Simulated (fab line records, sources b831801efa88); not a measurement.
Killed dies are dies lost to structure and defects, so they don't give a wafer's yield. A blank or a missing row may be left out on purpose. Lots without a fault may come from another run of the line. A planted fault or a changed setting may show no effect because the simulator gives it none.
fab line records | flow gf180mcu
record lots=5 wafers=15 last_day=32
route steps=602 shown M3@424 V3@429
lots that met no fault: from a run of the same line without faults
start_h: hours from the record's first day to the start of the lot's first wafer shown | wait_h: hours since the lot's step before | " the same as in the row above | L1.1+2: a row that stands for several wafers | - no value, or no start given | * or withheld: withheld | < > ~ a bound
route shown NAME@n: a module of which the file shows steps, and the number in the route of the first | usual: mean/standard deviation of fault-free wafers | same: alike in all rows | chamber/n: place in a boat | sites: the reading at each site | _std_site: their standard deviation | _edge_site: outer sites' mean less inner sites' | radius_mm: how far each site lies from the wafer's centre | mask NAME#n: copy n | behind: the tool/chamber that last shaped the wafer | hold: why the lot was held/for how many hours/how that ended | device: the transistor (n, p or np) that didn't switch | end of line: the same wafers' tests at the end of the route | a step without rows: its recipe alone | killed: dies lost to structure and defects at the first sort, not the wafer's yield | map: a wafer's dies, x killed, . not, _ none there
set.NAME: the setting as run; set.NAME@STEP: as run at that earlier step | model.NAME: the simulator's own value behind a step, which no gauge read
lots at some steps of the route; a table a step, a row a wafer
services: from which hour (start_h, from the record's first day; less than 0 if before it) a tool's chamber was out of use, for how many hours, and why
## steps
# step GF_M3_OVL_MEAS_15
# usual M3_OVL=2/5.9
# columns lot.wafer tool chamber start_h wait_h M3_OVL[nm]
L075.1 overlay-02 - 488.25 0.1 -7
L075.3 " - " " -9
L075.6 " - " " -9
L081.1 overlay-02 - 556.60 0.1 2
L081.3 " - " " 3
L081.6 " - " " 8
L085.1 overlay-01 - 585.87 0.1 1
L085.3 " - " " 4
L085.6 " - " " 3
L087.2 overlay-02 - 600.90 0.1 5
L087.3 " - " " 4
L087.6 " - " " 12
L088.1 overlay-01 - 608.99 0.1 9
L088.4 " - " " 8
L088.5 " - " " 8
# step GF_M3_METAL_ETCH_16
# recipe chemistry=Cl2/BCl3 mask_material=KrF target_depth_nm=750.8 stop_on=SiO2 pressure_mtorr=8 icp_w=800 bias_w=140 Cl2_flow_sccm=80 bcl3_flow_sccm=40 time_s=125.1
# usual bcl3_flow_sccm=40.00/0.11 chamber_pressure_mTorr=8.000/0.0071 drypump_motor_current_A=5.35/0.28 he_backside_leak_sccm=3.33/0.19 oes_product_au=0.991/0.0057 throttle_valve_pct=28.231/0.0099
# columns lot.wafer tool chamber start_h wait_h bcl3_flow_sccm chamber_pressure_mTorr drypump_motor_current_A he_backside_leak_sccm oes_product_au rf_hours_counter_h throttle_valve_pct
L075.1 rie_metal-04 1 488.28 0.0 39.99 7.995 4.91 3.48 0.995 8 28.232
L075.3 " 0 " " 40.09 8.011 5.12 3.40 0.987 - 28.238
L075.6 " 1 " " 39.80 8.009 4.91 3.48 0.999 - 28.235
L081.1 rie_metal-04 0 556.63 0.0 39.97 8.000 5.11 3.51 0.993 9 28.222
L081.3 " 0 " " 39.97 7.999 5.14 3.34 0.982 - 28.225
L081.6 " 0 " " 40.31 8.007 5.11 3.38 0.992 - 28.236
L085.1 rie_metal-02 0 585.91 0.0 40.06 8.003 5.32 3.27 0.998 13 28.229
L085.3 " 1 " " 40.18 8.008 5.84 3.02 0.983 - 28.239
L085.6 " 0 " " 39.99 8.007 5.30 3.22 0.998 - 28.222
L087.2 rie_metal-02 0 600.93 0.0 40.05 8.000 5.34 3.22 1.001 13 28.220
L087.3 " 1 " " 40.06 7.994 5.80 2.95 0.997 - 28.216
L087.6 " 0 " " 39.91 8.003 5.37 3.27 1.000 - 28.213
L088.1 rie_metal-02 1 609.03 0.0 39.87 7.990 5.83 3.24 0.988 10 28.228
L088.4 " 0 " " 39.82 7.992 5.30 3.22 0.999 - 28.227
L088.5 " 0 " " 39.76 8.009 5.29 3.19 0.988 - 28.234
# step GF_M3_STRIP_17
# recipe chemistry=O2/N2 power_w=1400 pressure_mtorr=1500 platen_temp_c=250 o2_flow_sccm=3000 n2_flow_sccm=300 overash_fraction=0.5
# usual chamber_pressure_mTorr=1499.7/1.3 drypump_motor_current_A=5.8/0.38 heater_power_w=331/47 o2_flow_sccm=2997/9 oes_product_au=0.537/0.0047 platen_temp_c=250.01/0.17 strip_time_to_endpoint_s=7.37/0.047
# columns lot.wafer tool chamber start_h wait_h chamber_pressure_mTorr drypump_motor_current_A heater_power_w o2_flow_sccm oes_product_au platen_temp_c rf_hours_counter_h strip_time_to_endpoint_s
L075.1 plasma_asher-04 1 488.41 0.1 1499.8 6.2 282 3014 0.535 249.97 5 7.32
L075.3 " 1 " " 1499.8 6.2 276 2998 0.537 249.93 - 7.34
L075.6 " 1 " " 1499.3 6.2 275 3009 0.529 250.04 - 7.27
L081.1 plasma_asher-02 0 556.76 0.1 1498.5 5.9 411 3001 0.537 249.95 50 7.38
L081.3 " 1 " " 1498.8 6.2 283 3011 0.538 249.96 - 7.40
L081.6 " 0 " " 1499.4 5.9 406 3007 0.542 250.04 - 7.42
L085.1 plasma_asher-02 1 586.04 0.1 1498.7 6.2 293 2990 0.539 250.10 53 7.33
L085.3 " 0 " " 1501.7 5.9 408 2981 0.538 250.21 - 7.41
L085.6 " 0 " " 1501.8 5.9 424 2994 0.528 249.94 - 7.31
L087.2 plasma_asher-04 0 601.06 0.1 1500.7 5.5 349 2994 0.537 249.95 16 7.33
L087.3 " 0 " " 1498.8 5.5 349 2990 0.543 250.21 - 7.39
L087.6 " 1 " " 1500.1 6.2 272 3004 0.535 249.90 - 7.30
L088.1 plasma_asher-04 1 609.16 0.1 1498.2 6.2 269 2987 0.535 250.34 17 7.42
L088.4 " 0 " " 1496.9 5.5 343 3007 0.532 250.12 - 7.35
L088.5 " 1 " " 1498.4 6.2 280 2996 0.533 250.23 - 7.39
# step GF_M3_STRIP_18
# recipe chemistry=post_etch_residue_remover time_s=1200 temp_c=72.5
# columns lot.wafer tool chamber start_h wait_h
L075.1+3+6 wet_bench-02 2 488.51 0.1
L081.1+3+6 wet_bench-04 0 556.86 0.1
L085.1+3+6 wet_bench-04 2 586.14 0.1
L087.2+3+6 wet_bench-02 3 601.16 0.1
L088.1+4+5 wet_bench-03 3 609.26 0.1
# step GF_M3_CLEAN_19
# recipe chemistry=DIW dry=n2_spin
# columns lot.wafer tool chamber start_h wait_h
L075.1+3+6 wet_bench-04 2 488.89 0.0
L081.1+3+6 wet_bench-03 0 557.20 0.0
L085.1+3+6 wet_bench-02 1 586.48 0.0
L087.2+3+6 wet_bench-04 2 601.50 0.0
L088.1+4+5 wet_bench-04 1 609.63 0.0
# step GF_V3_CVD_00
# recipe material=SiO2 target_thk_nm=600 sigma_open_frac=0.3 temp_c=400 time_s=100 sih4_flow_sccm=60 pressure_mtorr=6
# usual sih4_flow_sccm=60.00/0.18 susceptor_temp_C=400.01/0.23
# columns lot.wafer tool chamber start_h wait_h sih4_flow_sccm susceptor_temp_C
L075.1 hdpcvd-02 2 488.99 0.0 60.03 399.90
L075.3 " 0 " " 59.55 400.02
L075.6 " 1 " " 59.98 399.86
L081.1 hdpcvd-02 2 557.30 0.0 59.87 399.94
L081.3 " 0 " " 59.87 400.16
L081.6 " 0 " " 59.92 400.41
L085.1 hdpcvd-02 1 586.57 0.0 60.35 400.17
L085.3 " 2 " " 60.00 399.62
L085.6 " 1 " " 60.20 400.11
L087.2 hdpcvd-01 1 601.60 0.0 59.88 399.45
L087.3 " 2 " " 60.17 399.84
L087.6 " 0 " " 60.23 400.20
L088.1 hdpcvd-02 0 609.72 0.0 59.87 400.04
L088.4 " 0 " " 60.01 400.00
L088.5 " 0 " " 59.89 400.11
# step GF_V3_THK_MEAS_01
# recipe reads=SiO2_of_V3_CVD_00
# usual V3_CVD_00_THK=601/5.8
# columns lot.wafer tool chamber start_h wait_h V3_CVD_00_THK[nm]
L075.1 film_metro-02 - 489.06 0.0 599
L075.3 " - " " 608
L075.6 " - " " 606
L081.1 film_metro-04 - 557.37 0.0 599
L081.3 " - " " 601
L081.6 " - " " 603
L085.1 film_metro-02 - 586.64 0.0 602
L085.3 " - " " 603
L085.6 " - " " 598
L087.2 film_metro-04 - 601.69 0.0 596
L087.3 " - " " 595
L087.6 " - " " 604
L088.1 film_metro-04 - 609.83 0.1 600
L088.4 " - " " 605
L088.5 " - " " 604
# step GF_V3_CVD_02
# recipe material=SiO2 target_thk_nm=850 precursor=TEOS temp_c=400 time_s=94.851 rf_w=600
# usual heater_power_w=618/93 susceptor_temp_C=399.98/0.22
# columns lot.wafer tool chamber start_h wait_h heater_power_w susceptor_temp_C
L075.1 pecvd-01 2 489.12 0.1 757 399.94
L075.3 " 1 " " 475 399.82
L075.6 " 1 " " 553 399.92
L081.1 pecvd-02 1 557.43 0.1 583 400.00
L081.3 " 2 " " 621 400.08
L081.6 " 2 " " 652 400.06
L085.1 pecvd-01 0 586.70 0.1 632 400.00
L085.3 " 2 " " 765 399.83
L085.6 " 2 " " 641 399.93
L087.2 pecvd-04 0 601.74 0.0 551 400.27
L087.3 " 1 " " 740 400.24
L087.6 " 0 " " 584 400.19
L088.1 pecvd-01 0 609.89 0.1 549 399.92
L088.4 " 0 " " 604 399.56
L088.5 " 1 " " 610 399.93
# step GF_V3_THK_MEAS_03
# recipe reads=SiO2_of_V3_CVD_02
# usual V3_CVD_02_THK=849/9.8
# columns lot.wafer tool chamber start_h wait_h V3_CVD_02_THK[nm]
L075.1 film_metro-04 - 489.22 0.1 838
L075.3 " - " " 860
L075.6 " - " " 859
L081.1 film_metro-03 - 557.50 0.0 840
L081.3 " - " " 832
L081.6 " - " " 853
L085.1 film_metro-04 - 586.77 0.0 847
L085.3 " - " " 842
L085.6 " - " " 851
L087.2 film_metro-02 - 601.81 0.0 835
L087.3 " - " " 831
L087.6 " - " " 855
L088.1 film_metro-02 - 609.96 0.0 845
L088.4 " - " " 846
L088.5 " - " " 847
# step GF_V3_CMP_04
# recipe material=SiO2 down_force_psi=4 platen_rpm=60 pad_velocity_m_s=0.94248
# usual motor_current_A=12.2/1.1 slurry_filter_dp_kPa=13.47/0.13 time_to_endpoint_s=79/5.5
# columns lot.wafer tool chamber start_h wait_h motor_current_A slurry_filter_dp_kPa time_to_endpoint_s
L075.3 cmp-01 1 489.34 0.1 13.5 13.67 83
L075.1 " 2 " " 12.4 13.25 75
L075.6 " 2 " " 12.7 13.53 84
L081.1 cmp-02 0 557.61 0.1 13.3 13.43 76
L081.3 " 1 " " 11.1 13.56 66
L081.6 " 3 " " 12.5 13.54 81
L085.1 cmp-01 1 586.83 0.1 13.5 13.40 81
L085.3 " 0 " " 9.8 13.48 78
L085.6 " 1 " " 13.1 13.40 86
L087.3 cmp-01 0 601.86 0.0 9.2 13.57 72
L087.2 " 1 " " 13.3 13.52 74
L087.6 " 1 " " 12.8 13.26 82
L088.4 cmp-02 0 610.07 0.1 13.5 13.43 79
L088.1 " 2 " " 13.1 13.41 72
L088.5 " 3 " " 12.3 13.20 78
# step GF_V3_BOW_MEAS_05
# recipe mode=bow
# usual V3_BOW=118/8.3
# columns lot.wafer tool chamber start_h wait_h V3_BOW[um]
L075.1 film_metro-04 - 489.64 0.2 122
L075.3 " - " " 126
L075.6 " - " " 114
L081.1 film_metro-04 - 557.86 0.2 103
L081.3 " - " " 115
L081.6 " - " " 126
L085.1 film_metro-02 - 587.13 0.2 121
L085.3 " - " " 128
L085.6 " - " " 116
L087.2 film_metro-02 - 602.18 0.2 130
L087.3 " - " " 117
L087.6 " - " " 114
L088.1 film_metro-02 - 610.32 0.1 99
L088.4 " - " " 118
L088.5 " - " " 117
# step GF_V3_DEHYDRATE_06
# recipe temp_c=200 time_s=60
# usual resist_line_temp_C=23.00/0.096
# columns lot.wafer tool chamber start_h wait_h resist_line_temp_C
L075.1 litho_track-03 0 501.02 11.4 22.96
L075.3 " 0 " " 22.82
L075.6 " 0 " " 22.92
L081.1 litho_track-01 0 568.64 10.8 22.88
L081.3 " 0 " " 23.01
L081.6 " 0 " " 22.89
L085.1 litho_track-02 0 596.85 9.7 22.99
L085.3 " 0 " " 23.04
L085.6 " 0 " " 23.07
L087.2 litho_track-01 0 611.97 9.8 22.96
L087.3 " 0 " " 23.00
L087.6 " 0 " " 23.02
L088.1 litho_track-01 0 619.94 9.6 23.12
L088.4 " 0 " " 23.16
L088.5 " 0 " " 23.04
# step GF_V3_HMDS_07
# recipe prime_time_s=60 prime_temp_c=120
# usual prime_temp_c=120.02/0.15 resist_line_temp_C=23.02/0.12
# columns lot.wafer tool chamber start_h wait_h prime_temp_c resist_line_temp_C
L075.1 litho_track-03 0 501.17 0.1 119.89 22.83
L075.3 " 0 " " 120.13 22.92
L075.6 " 0 " " 120.19 22.93
L081.1 litho_track-01 0 568.79 0.1 119.89 22.97
L081.3 " 0 " " 120.03 22.98
L081.6 " 0 " " 119.96 22.96
L085.1 litho_track-02 0 597.00 0.1 119.93 22.96
L085.3 " 0 " " 120.06 22.95
L085.6 " 0 " " 119.95 22.88
L087.2 litho_track-01 0 612.12 0.1 120.06 23.25
L087.3 " 0 " " 120.23 23.01
L087.6 " 0 " " 120.20 23.05
L088.1 litho_track-01 0 620.09 0.1 120.19 23.02
L088.4 " 0 " " 120.00 22.97
L088.5 " 0 " " 120.03 22.88
# step GF_V3_COAT_08
# recipe resist=BARC temp_c=withheld time_s=withheld spin_rpm=withheld resist_thk_nm=withheld
# usual resist_line_temp_C=*
# columns lot.wafer tool chamber start_h wait_h resist_line_temp_C
L075.1 litho_track-03 0 501.32 0.1 *
L075.3 " 0 " " *
L075.6 " 0 " " *
L081.1 litho_track-01 0 568.94 0.1 *
L081.3 " 0 " " *
L081.6 " 0 " " *
L085.1 litho_track-02 0 597.15 0.1 *
L085.3 " 0 " " *
L085.6 " 0 " " *
L087.2 litho_track-01 0 612.27 0.1 *
L087.3 " 0 " " *
L087.6 " 0 " " *
L088.1 litho_track-01 0 620.24 0.1 *
L088.4 " 0 " " *
L088.5 " 0 " " *
# step GF_V3_COAT_09
# recipe resist=KrF spin_rpm=withheld resist_thk_nm=1000
# usual resist_line_temp_C=22.97/0.11
# columns lot.wafer tool chamber start_h wait_h resist_line_temp_C
L075.1 litho_track-03 0 - - 23.14
L075.3 " 0 " " 23.06
L075.6 " 0 " " 23.04
L081.1 litho_track-01 0 - - 22.89
L081.3 " 0 " " 23.11
L081.6 " 0 " " 22.94
L085.1 litho_track-02 0 - - 23.00
L085.3 " 0 " " 22.96
L085.6 " 0 " " 22.91
L087.2 litho_track-01 0 - - 22.99
L087.3 " 0 " " 23.14
L087.6 " 0 " " 22.86
L088.1 litho_track-01 0 - - 22.93
L088.4 " 0 " " 22.92
L088.5 " 0 " " 23.05
# step GF_V3_SOFTBAKE_10
# recipe temp_c=130 time_s=60 resist=KrF
# usual resist_line_temp_C=23.01/0.12
# columns lot.wafer tool chamber start_h wait_h resist_line_temp_C
L075.1 litho_track-03 0 - - 23.10
L075.3 " 0 " " 23.09
L075.6 " 0 " " 22.97
L081.1 litho_track-01 0 - - 22.95
L081.3 " 0 " " 22.95
L081.6 " 0 " " 22.92
L085.1 litho_track-02 0 - - 22.90
L085.3 " 0 " " 22.97
L085.6 " 0 " " 23.04
L087.2 litho_track-01 0 - - 22.94
L087.3 " 0 " " 23.00
L087.6 " 0 " " 23.03
L088.1 litho_track-01 0 - - 23.08
L088.4 " 0 " " 22.99
L088.5 " 0 " " 23.13
# step GF_V3_EXPOSE_11
# recipe mask_id=Via3 target_cd_nm=260 na=0.68 source_shape=conventional sigma_outer=0.6 dose_mj=38
# columns lot.wafer tool chamber start_h wait_h mask
L075.1+3+6 krf_scanner-01 0 - - Via3#0
L081.1+3+6 krf_scanner-01 0 - - Via3#0
L085.1+3+6 krf_scanner-02 0 - - Via3#0
L087.2+3+6 krf_scanner-01 0 - - Via3#0
L088.1+4+5 krf_scanner-01 0 - - Via3#0
# step GF_V3_PEB_12
# recipe peb_temp_c=135 peb_time_s=90 resist=KrF
# usual resist_line_temp_C=22.99/0.1
# columns lot.wafer tool chamber start_h wait_h resist_line_temp_C
L075.1 litho_track-02 0 - - 22.98
L075.3 " 0 " " 22.88
L075.6 " 0 " " 22.87
L081.1 litho_track-03 0 - - 23.02
L081.3 " 0 " " 22.94
L081.6 " 0 " " 22.97
L085.1 litho_track-03 0 - - 22.98
L085.3 " 0 " " 22.97
L085.6 " 0 " " 23.01
L087.2 litho_track-02 0 - - 22.94
L087.3 " 0 " " 22.92
L087.6 " 0 " " 22.93
L088.1 litho_track-02 0 - - 23.01
L088.4 " 0 " " 23.18
L088.5 " 0 " " 22.94
# step GF_V3_DEVELOP_13
# recipe develop_time_s=60 resist=KrF dev_temp_c=21
# usual resist_line_temp_C=23.00/0.11
# same develop_time_s=60
# columns lot.wafer tool chamber start_h wait_h resist_line_temp_C
L075.1 litho_track-02 0 512.60 0.2 22.95
L075.3 " 0 " " 22.96
L075.6 " 0 " " 23.02
L081.1 litho_track-03 0 579.42 0.2 23.18
L081.3 " 0 " " 23.13
L081.6 " 0 " " 23.01
L085.1 litho_track-03 0 607.77 0.2 22.88
L085.3 " 0 " " 22.96
L085.6 " 0 " " 22.92
L087.2 litho_track-02 0 622.28 0.2 23.11
L087.3 " 0 " " 22.92
L087.6 " 0 " " 22.96
L088.1 litho_track-02 0 630.80 0.2 23.00
L088.4 " 0 " " 23.02
L088.5 " 0 " " 22.95
# step GF_V3_CD_MEAS_14
# recipe target_cd_nm=260
# usual cd_nm=260.2/1.2
# columns lot.wafer tool chamber start_h wait_h cd_nm
L075.1 cd_sem-02 - 512.75 0.1 260.0
L075.3 " - " " 260.1
L075.6 " - " " 259.3
L081.1 cd_sem-02 - 579.57 0.1 260.2
L081.3 " - " " 258.3
L081.6 " - " " 260.9
L085.1 cd_sem-02 - 607.92 0.1 258.8
L085.3 " - " " 259.8
L085.6 " - " " 259.2
L087.2 cd_sem-01 - 622.42 0.1 260.6
L087.3 " - " " 261.2
L087.6 " - " " 262.6
L088.1 cd_sem-02 - 630.95 0.1 260.8
L088.4 " - " " 262.2
L088.5 " - " " 260.6
# step GF_V3_OVL_MEAS_15
# usual V3_OVL=-2/4.9
# columns lot.wafer tool chamber start_h wait_h V3_OVL[nm]
L075.1 overlay-01 - 512.87 0.1 7
L075.3 " - " " 4
L075.6 " - " " 2
L081.1 overlay-02 - 579.69 0.1 -2
L081.3 " - " " -3
L081.6 " - " " -3
L085.1 overlay-01 - 608.04 0.1 6
L085.3 " - " " 1
L085.6 " - " " -6
L087.2 overlay-01 - 622.53 0.1 6
L087.3 " - " " 4
L087.6 " - " " 4
L088.1 overlay-01 - 631.07 0.1 -11
L088.4 " - " " -7
L088.5 " - " " -6
# step GF_V3_ETCH_16
# recipe chemistry=N2/H2 target_depth_a=withheld overetch_a=withheld time_s=withheld target=BARC ion_energy_ev=200 source_w=500 bias_w=100 pressure_mtorr=30 n2_flow_sccm=100 h2_flow_sccm=200
# usual chamber_pressure_mTorr=30.002/0.027 drypump_motor_current_A=5.8/0.39 oes_product_au=0.855/0.0049 throttle_valve_pct=13.224/0.0094
# columns lot.wafer tool chamber start_h wait_h chamber_pressure_mTorr drypump_motor_current_A oes_product_au throttle_valve_pct
L075.1 rie_diel-01 3 512.91 0.0 29.998 6.4 0.859 13.224
L075.3 " 2 " " 29.960 5.8 0.854 13.241
L075.6 " 2 " " 30.019 5.8 0.853 13.244
L081.1 rie_diel-04 3 579.73 0.0 29.991 6.1 0.848 13.226
L081.3 " 1 " " 30.005 6.0 0.849 13.208
L081.6 " 3 " " 30.037 6.1 0.860 13.239
L085.1 rie_diel-04 0 608.08 0.0 29.981 6.4 0.853 13.223
L085.3 " 2 " " 30.012 6.3 0.858 13.209
L085.6 " 2 " " 29.954 6.3 0.851 13.216
L087.2 rie_diel-01 0 622.56 0.0 30.043 6.6 0.848 13.226
L087.3 " 3 " " 30.006 6.4 0.855 13.217
L087.6 " 1 " " 30.033 5.6 0.859 13.234
L088.1 rie_diel-01 2 631.11 0.0 30.027 5.7 0.859 13.229
L088.4 " 1 " " 30.016 5.6 0.861 13.233
L088.5 " 3 " " 30.006 6.4 0.859 13.220
# step GF_V3_ETCH_17
# recipe chemistry=C4F8/O2/Ar mask_material=KrF target=SiO2 stop_on=TiN source_w=1500 bias_w=1200 pressure_mtorr=40 c4f8_flow_sccm=withheld O2_flow_sccm=6 Ar_flow_sccm=300 time_s=withheld target_depth_a=6350
# usual chamber_pressure_mTorr=40.00/0.035 oes_product_au=0.855/0.0049
# columns lot.wafer tool chamber start_h wait_h chamber_pressure_mTorr oes_product_au
L075.1 rie_diel-01 3 - - 39.96 0.858
L075.3 " 2 " " 40.03 0.863
L075.6 " 2 " " 39.97 0.852
L081.1 rie_diel-04 3 - - 40.00 0.858
L081.3 " 1 " " 40.00 0.854
L081.6 " 3 " " 40.01 0.853
L085.1 rie_diel-04 0 - - 39.98 0.862
L085.3 " 2 " " 40.01 0.858
L085.6 " 2 " " 39.99 0.860
L087.2 rie_diel-01 0 - - 39.99 0.857
L087.3 " 3 " " 40.06 0.845
L087.6 " 1 " " 40.03 0.856
L088.1 rie_diel-01 2 - - 39.92 0.846
L088.4 " 1 " " 39.99 0.854
L088.5 " 3 " " 40.05 0.859
# step GF_V3_STRIP_18
# recipe chemistry=O2/N2 power_w=1400 pressure_mtorr=1500 platen_temp_c=250 o2_flow_sccm=3000 n2_flow_sccm=300 overash_fraction=0.5
# usual chamber_pressure_mTorr=1500.1/1.3 drypump_motor_current_A=5.7/0.36 heater_power_w=333/28 o2_flow_sccm=2999/8.3 oes_product_au=0.593/0.0049 platen_temp_c=250.00/0.17
# columns lot.wafer tool chamber start_h wait_h chamber_pressure_mTorr drypump_motor_current_A heater_power_w o2_flow_sccm oes_product_au platen_temp_c rf_hours_counter_h
L075.1 plasma_asher-01 0 513.04 - 1499.5 5.7 317 2994 0.593 250.09 70
L075.3 " 1 " " 1501.0 6.0 359 3006 0.594 249.97 -
L075.6 " 1 " " 1500.9 6.0 346 2996 0.590 249.95 -
L081.1 plasma_asher-01 1 579.86 - 1500.4 6.0 353 2999 0.596 249.79 77
L081.3 " 1 " " 1500.2 6.0 345 3005 0.589 249.80 -
L081.6 " 1 " " 1497.3 5.9 353 2990 0.594 249.77 -
L085.1 plasma_asher-01 0 608.21 - 1500.8 5.7 310 3002 0.592 250.26 79
L085.3 " 1 " " 1500.4 6.0 344 2979 0.587 249.95 -
L085.6 " 1 " " 1500.8 6.0 357 2989 0.594 249.79 -
L087.2 plasma_asher-03 0 622.69 - 1501.2 5.4 348 2992 0.593 250.01 103
L087.3 " 0 " " 1496.6 5.4 341 2992 0.589 250.21 -
L087.6 " 0 " " 1501.6 5.5 351 2990 0.590 250.24 -
L088.1 plasma_asher-01 0 631.24 - 1500.8 5.7 312 3001 0.588 249.98 81
L088.4 " 0 " " 1502.6 5.7 309 2987 0.592 250.13 -
L088.5 " 0 " " 1499.6 5.7 306 2981 0.601 249.96 -
# step GF_V3_STRIP_19
# recipe chemistry=post_etch_residue_remover time_s=1200 temp_c=72.5
# columns lot.wafer tool chamber start_h wait_h
L075.1+3+6 wet_bench-01 3 513.14 0.1
L081.1+3+6 wet_bench-02 2 579.96 0.1
L085.1+3+6 wet_bench-01 3 608.31 0.1
L087.2+3+6 wet_bench-02 0 622.79 0.1
L088.1+4+5 wet_bench-04 2 631.34 0.1
# step GF_V3_CLEAN_20
# recipe chemistry=DIW dry=n2_spin
# columns lot.wafer tool chamber start_h wait_h
L075.1+3+6 wet_bench-02 3 513.51 0.0
L081.1+3+6 wet_bench-04 3 580.30 0.0
L085.1+3+6 wet_bench-04 1 608.65 0.0
L087.2+3+6 wet_bench-01 0 623.13 0.0
L088.1+4+5 wet_bench-01 0 631.71 0.0
# step GF_V3_SPUTTER_21
# recipe material=Ti target_thk_nm=15 chamber_pressure_pa=5 power_w=2500 substrate_temp_c=200 time_s=80.02
# usual throttle_valve_pct=29.5/1.3
# columns lot.wafer tool chamber start_h wait_h throttle_valve_pct
L075.1 pvd_sputter-03 - 513.60 0.0 27.7
L075.3 " - " " 28.2
L075.6 " - " " 28.7
L081.1 pvd_sputter-01 - 580.39 0.0 29.6
L081.3 " - " " 31.6
L081.6 " - " " 28.8
L085.1 pvd_sputter-04 - 608.74 0.0 29.3
L085.3 " - " " 29.6
L085.6 " - " " 30.0
L087.2 pvd_sputter-01 - 623.22 0.0 31.7
L087.3 " - " " 29.2
L087.6 " - " " 30.2
L088.1 pvd_sputter-01 - 631.81 0.0 28.8
L088.4 " - " " 30.5
L088.5 " - " " 28.9
# step GF_V3_SPUTTER_22
# recipe material=TiN target_thk_nm=10 chamber_pressure_pa=5 power_w=4000 time_s=40
# usual throttle_valve_pct=29.5/1.3
# columns lot.wafer tool chamber start_h wait_h throttle_valve_pct
L075.1 pvd_sputter-03 - 513.66 0.0 27.5
L075.3 " - " " 28.1
L075.6 " - " " 29.0
L081.1 pvd_sputter-01 - 580.45 0.0 29.3
L081.3 " - " " 31.6
L081.6 " - " " 28.6
L085.1 pvd_sputter-04 - 608.80 0.0 29.5
L085.3 " - " " 29.6
L085.6 " - " " 29.7
L087.2 pvd_sputter-01 - 623.28 0.0 31.5
L087.3 " - " " 29.3
L087.6 " - " " 30.5
L088.1 pvd_sputter-01 - 631.87 0.0 28.8
L088.4 " - " " 30.5
L088.5 " - " " 28.9
# step GF_V3_CVD_23
# recipe material=W target_thk_nm=350 time_s=104.9 temp_c=400 pressure_torr=40
# usual heater_power_w=867/89 susceptor_temp_C=400.04/0.23
# columns lot.wafer tool chamber start_h wait_h heater_power_w susceptor_temp_C
L075.1 cvd_w-01 0 513.70 0.0 962 400.48
L075.3 " 0 " " 951 399.83
L075.6 " 0 " " 977 399.81
L081.1 cvd_w-01 0 580.49 0.0 954 399.93
L081.3 " 1 " " 768 399.69
L081.6 " 1 " " 755 400.12
L085.1 cvd_w-02 1 608.84 0.0 817 400.05
L085.3 " 0 " " 934 399.89
L085.6 " 1 " " 795 400.17
L087.2 cvd_w-01 1 623.32 0.0 760 399.81
L087.3 " 1 " " 755 400.05
L087.6 " 0 " " 988 399.88
L088.1 cvd_w-02 1 631.91 0.0 804 400.23
L088.4 " 1 " " 794 400.06
L088.5 " 0 " " 937 400.12
# step GF_V3_RS_MEAS_24
# recipe thk_meas_gauge=four-point-probe reads=W_of_V3_CVD_23+TiN_of_V3_SPUTTER_22+Ti_of_V3_SPUTTER_21
# usual V3_W_RS=0.326/0.0048
# columns lot.wafer tool chamber start_h wait_h V3_W_RS[ohm/sq]
L075.1 film_metro-03 - 513.81 0.1 0.328
L075.3 " - " " 0.328
L075.6 " - " " 0.325
L081.1 film_metro-02 - 580.60 0.1 0.323
L081.3 " - " " 0.327
L081.6 " - " " 0.326
L085.1 film_metro-04 - 608.95 0.1 0.321
L085.3 " - " " 0.334
L085.6 " - " " 0.322
L087.2 film_metro-04 - 623.45 0.1 0.328
L087.3 " - " " 0.324
L087.6 " - " " 0.322
L088.1 film_metro-02 - 632.02 0.1 0.319
L088.4 " - " " 0.316
L088.5 " - " " 0.326
# step GF_V3_THK_MEAS_25
# recipe thk_meas_gauge=xrf reads=W_of_V3_CVD_23
# usual V3_W_THK=347/6.5
# columns lot.wafer tool chamber start_h wait_h V3_W_THK[nm]
L075.1 film_metro-03 - 513.93 0.1 339
L075.3 " - " " 337
L075.6 " - " " 341
L081.1 film_metro-02 - 580.72 0.1 351
L081.3 " - " " 349
L081.6 " - " " 350
L085.1 film_metro-04 - 609.07 0.1 357
L085.3 " - " " 345
L085.6 " - " " 355
L087.2 film_metro-04 - 623.56 0.1 349
L087.3 " - " " 355
L087.6 " - " " 353
L088.1 film_metro-02 - 632.14 0.1 356
L088.4 " - " " 360
L088.5 " - " " 348
# step GF_V3_CMP_26
# recipe stop_on=SiO2 down_force_psi=3.5 platen_rpm=60 t_overpolish_s=15 target_thk_nm=0 pad_velocity_m_s=0.94248
# usual motor_current_A=11.0/1.1 overpolish_run_s=15.001/0.0092 slurry_filter_dp_kPa=13.49/0.15 time_to_endpoint_s=85/3.7
# columns lot.wafer tool chamber start_h wait_h motor_current_A overpolish_run_s slurry_filter_dp_kPa time_to_endpoint_s
L075.1 cmp-01 1 513.99 0.1 12.1 14.996 13.29 85
L075.3 " 3 " " 11.2 15.002 13.59 85
L075.6 " 1 " " 12.7 15.002 13.46 86
L081.1 cmp-01 2 581.17 0.4 10.9 15.007 13.20 91
L081.3 " 0 " " 9.1 15.000 13.77 86
L081.6 " 1 " " 12.1 14.993 13.56 86
L085.3 cmp-01 2 609.18 0.1 10.7 14.992 13.37 84
L085.1 " 0 " " 8.8 15.009 13.51 82
L085.6 " 1 " " 11.7 15.015 13.55 89
L087.3 cmp-02 3 623.61 0.0 11.0 15.021 13.51 89
L087.2 " 0 " " 11.6 14.984 13.43 88
L087.6 " 3 " " 10.9 14.991 13.67 85
L088.4 cmp-02 2 632.20 0.0 11.5 15.001 13.40 84
L088.1 " 1 " " 10.3 15.003 13.57 83
L088.5 " 2 " " 12.1 14.994 13.23 85
## services
# columns tool chamber start_h hours kind
rie_metal-02 - 467.88 0.6 repair
rie_diel-01 1 480.07 18.9 repair
pecvd-01 0 486.46 21.1 repair
cmp-02 - 488.38 1.1 repair
krf_scanner-01 - 488.87 4.0 pm
krf_scanner-01 - 492.97 4.9 repair
plasma_asher-01 - 501.99 3.7 repair
rie_diel-01 1 511.84 4.3 repair
wet_bench-04 - 512.24 1.7 repair
krf_scanner-01 - 553.49 1.3 pm
rie_diel-01 - 565.12 0.6 repair
krf_scanner-01 - 565.77 1.0 pm
cmp-02 - 572.00 4.0 pm
cmp-02 - 573.02 1.0 repair
krf_scanner-01 - 573.29 0.8 pm
cmp-01 - 576.00 5.1 pm
plasma_asher-04 - 578.12 2.8 pm
cvd_w-01 - 584.18 1.5 repair
rie_diel-01 2 585.84 6.3 repair
cmp-02 - 599.31 1.9 repair
hdpcvd-02 1 609.35 22.1 repair
rie_diel-04 1 610.84 6.2 repair
krf_scanner-01 - 611.60 0.2 repair
rie_diel-04 1 632.16 9.4 repair
## key
fault none
